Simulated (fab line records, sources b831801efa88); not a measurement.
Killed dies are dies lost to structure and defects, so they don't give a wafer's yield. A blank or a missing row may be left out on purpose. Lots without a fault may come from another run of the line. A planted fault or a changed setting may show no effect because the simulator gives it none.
Which tool did it? | flow gf180mcu | 12 lots, 36 wafers sampled, at 2 steps of a route of 602

WHAT THE GAUGES READ, wafer by wafer
GF_V2_OVL_MEAS_15.
lot  | measured     | on         | V2_OVL (nm)
L075 | day 20 20:14 | overlay-01 | 7 -4 4
L077 | day 21 08:48 | overlay-01 | 3 -3 -2
L079 | day 22 06:14 | overlay-01 | -1 0 5
L080 | day 23 06:14 | overlay-02 | 2 -9 7
L083 | day 23 09:58 | overlay-01 | 3 7 4
L085 | day 24 08:42 | overlay-02 | 12 10 3
L087 | day 25 02:23 | overlay-02 | 3 3 8
L089 | day 25 23:50 | overlay-01 | 3 1 -4
L091 | day 26 11:17 | overlay-01 | -6 -4 2
L093 | day 27 00:05 | overlay-01 | 6 2 1
L095 | day 27 18:09 | overlay-01 | 5 4 3
L097 | day 28 04:09 | overlay-01 | 3 7 10

WHICH TOOL RAN EACH LOT (tool, then ch and the chambers of the sampled wafers, then the start)
lot  | GF_CONTACT_CVD_02
L075 | pecvd-02 ch 0,1,2, day 15 14:49
L077 | pecvd-03 ch 2, day 16 01:46
L079 | pecvd-04 ch 1,2, day 16 22:58
L080 | pecvd-04 ch 0,1, day 17 22:19
L083 | pecvd-02 ch 0,2, day 18 03:24
L085 | pecvd-04 ch 0,2, day 19 03:37
L087 | pecvd-02 ch 0,1, day 19 23:56
L089 | pecvd-04 ch 0,1, day 20 14:31
L091 | pecvd-02 ch 0,2, day 21 06:43
L093 | pecvd-04 ch 0,2, day 22 00:21
L095 | pecvd-04 ch 1,2, day 22 18:01
L097 | pecvd-03 ch 1,2, day 23 06:43
- GF_CONTACT_CVD_02: deposits SiO2 from TEOS, target thk 860 nm, time 95.992 s.

THE ANSWER, worked out from the rows above alone
Rule: what is usual is taken from the lots themselves. Put in order of their means at a reading, lots are off if they are a third of the lots or fewer, leave a main group of 4 or more, and stand apart from it by a gap of 3 or more times the standard deviation of the main group's means; of several such gaps the widest counts. A main group whose means are all the same, to the digits that the tables above print for the reading, isn't used. A lot without any number at a reading at which 4 lots or more have one is off too. The other lots that the step has rows for count as sound.
No lot is off at any reading shown: from this, nothing can be told.

WHAT THE SIMULATOR HAD PUT IN
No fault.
